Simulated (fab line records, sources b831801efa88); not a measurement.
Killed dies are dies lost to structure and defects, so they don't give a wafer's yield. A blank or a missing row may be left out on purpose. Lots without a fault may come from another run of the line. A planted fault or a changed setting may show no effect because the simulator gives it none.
Chamber matching | flow sky130 | SKY_VIA4_ETCH_12 on rie_diel-03: 4 sister chambers
The step etches SiO2 in C4F8/O2/Ar, stops on TiN, target depth 580 nm. 16 wafers are shown with their chamber, then 8 later ones without.

WAFERS WITH THEIR CHAMBER
wafer  | chamber | rf_fwd_power_W (W) | oes_product_au (a.u.)
L074.1 | 1       | 1493               | 0.924
L074.5 | 3       | 1491               | 0.922
L074.6 | 2       | 1484               | 0.932
L080.1 | 3       | 1487               | 0.916
L080.2 | 2       | 1482               | 0.931
L080.6 | 3       | 1491               | 0.928
L083.1 | 3       | 1489               | 0.922
L083.2 | 1       | 1497               | 0.933
L083.4 | 2       | 1478               | 0.922
L084.2 | 2       | 1491               | 0.925
L084.4 | 1       | 1486               | 0.929
L084.5 | 3       | 1488               | 0.919
L087.1 | 0       | 1490               | 0.927
L087.4 | 0       | 1484               | 0.926
L087.5 | 2       | 1483               | 0.922
L088.2 | 0       | 1484               | 0.924

SIGNATURES (means of the wafers above)
reading        | chamber 0 | chamber 1 | chamber 2 | chamber 3 | scatter within a chamber
rf_fwd_power_W | 1486.00   | 1492.00   | 1483.60   | 1489.20   | 3.96
oes_product_au | 0.92567   | 0.92867   | 0.92640   | 0.92140   | 0.00426
Rule: a wafer's distance from a chamber is the root of the sum, over the readings, of the square of ((its reading less the chamber's mean) divided by the reading's scatter). The wafer belongs to the nearest chamber; if the next one is less than 2 further off, it can't be placed. The scatter: the root of (the sum of the squares of (reading less its chamber's mean) over the shown wafers, divided by (wafers less chambers)).

WAFERS WITHOUT THEIR CHAMBER
wafer  | rf_fwd_power_W (W) | oes_product_au (a.u.)
L088.4 | 1491               | 0.929
L088.5 | 1485               | 0.917
L089.3 | 1496               | 0.933
L089.4 | 1495               | 0.933
L089.6 | 1487               | 0.921
L090.3 | 1481               | 0.926
L090.5 | 1483               | 0.918
L090.6 | 1483               | 0.919

WHICH CHAMBER EACH WENT THROUGH
wafer  | from the rows above               | in truth
L088.4 | can't be placed: 1 or 0 or 3 or 2 | 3
L088.5 | can't be placed: 3 or 0 or 2 or 1 | 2
L089.3 | can't be placed: 1 or 0 or 3      | 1
L089.4 | can't be placed: 1 or 0 or 3      | 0
L089.6 | can't be placed: 3 or 0 or 2 or 1 | 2
L090.3 | can't be placed: 2 or 0 or 3      | 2
L090.5 | can't be placed: 3 or 0 or 2 or 1 | 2
L090.6 | can't be placed: 3 or 0 or 2 or 1 | 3
Placed correctly: 0 of 8. Can't be placed from these rows: 8 (the true chamber is among the candidates in 8). Placed wrongly: 0.
